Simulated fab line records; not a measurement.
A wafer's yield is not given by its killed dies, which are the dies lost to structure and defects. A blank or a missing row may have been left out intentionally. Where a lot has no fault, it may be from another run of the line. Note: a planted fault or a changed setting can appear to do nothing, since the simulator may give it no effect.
Comparing a struck lot with a sound one -- flow gf180mcu -- 15 steps out of a route of 602
Sound: wafers L417.1, L417.3, L417.6. The struck wafers were L420.2, L420.4, L420.6. The cause is given at the end.
Each step with rows lists, per side, the tool, then ch with its chambers, then its first start. Under that, the readings that differ: sound wafers -- struck wafers -- difference of the means -- sigmas: that difference in standard deviations of wafers without a fault.
alike: words and numbers the same on both sides, and readings whose means are apart by under 2 such deviations; not compared: readings that were withheld, readings missing a value for some wafer, numbers with overlapping values and no deviation given by the record, and bounds like >300 which may hide the same value.
A row with sigmas, a row that says differs or no value, or rows on one side alone: a step with any of these is where the two part. Numbers that don't overlap but have no deviation are shown without sigmas and don't part them. A reading that every wafer of one side lacks parts them only if that side has two wafers or more.

first, 6 steps without rows for these wafers: GF_SAB_HMDS_03 (prime time 60 s); GF_SAB_COAT_04 (resist thk 1000 nm); GF_SAB_SOFTBAKE_05 (time 60 s); GF_SAB_EXPOSE_06 (exposes mask SAB, target cd 420 nm); GF_SAB_PEB_07; GF_SAB_DEVELOP_08 (develop time 60 s).
GF_SAB_CD_MEAS_09 targets a cd of 420 nm.
  sound on cd-sem-01 at day 17 08:42; struck on cd-sem-01 at day 18 12:25
  alike: cd-nm
GF_SAB_OVL_MEAS_10:
  sound on overlay-02 at day 17 08:49; struck on overlay-02 at day 18 12:31
  alike: SAB_OVL
GF_SAB_ETCH_11: etches SiO2 in C4F8/O2/Ar, target depth 55 nm, time 8.5 s.
  sound on rie-diel-04 ch 0,1,2, day 17 08:52; struck on rie-diel-03 ch 2,3, day 18 12:32
  alike: oes-product-au
  not compared: rf-hours-counter-h
then, 1 step without rows for these wafers: GF_SAB_WET_ETCH_12 (etches SiO2 in dHF, target depth 22 nm, time 440 s).
GF_SAB_STRIP_13: strips in O2/N2.
  sound on plasma-asher-04 ch 0,1, day 17 09:01; struck on plasma-asher-02 ch 0,1, day 18 12:44
  alike: drypump-motor-current-A, heater-power-w, oes-product-au, strip-time-to-endpoint-s
  not compared: rf-hours-counter-h
then, 1 step without rows for these wafers: GF_SALICIDE_CLEAN_00 (cleans in SC1/SC2, time 150 s).
GF_SALICIDE_WET_ETCH_01: etches SiO2 in dHF, target depth 5 nm, time 100 s.
  sound on wet-bench-02 ch 3, day 17 09:10; struck on wet-bench-02 ch 3, day 18 12:54
reading,sound,struck,difference,sigmas
temp-c (C),25.04 25.15 25.16,25.91 25.89 25.77,+0.74,+7
GF_SALICIDE_SPUTTER_02: material Co, target thk 10 nm, time 20 s.
  sound on pvd-sputter-01 at day 17 09:12; struck on pvd-sputter-01 at day 18 12:57
  alike: throttle-valve-pct
GF_PASSIVATION_PROBE_99:
  sound wafers here have rows in the record (prober-01, day 31 00:13); struck ones have none

== WHERE THEY PART ==
First at GF_SALICIDE_WET_ETCH_01; last, within this record, at GF_PASSIVATION_PROBE_99.

WHY: what the simulator had put in
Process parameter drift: wet-bench-02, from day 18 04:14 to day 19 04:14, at GF_SALICIDE_WET_ETCH_01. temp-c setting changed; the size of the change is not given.
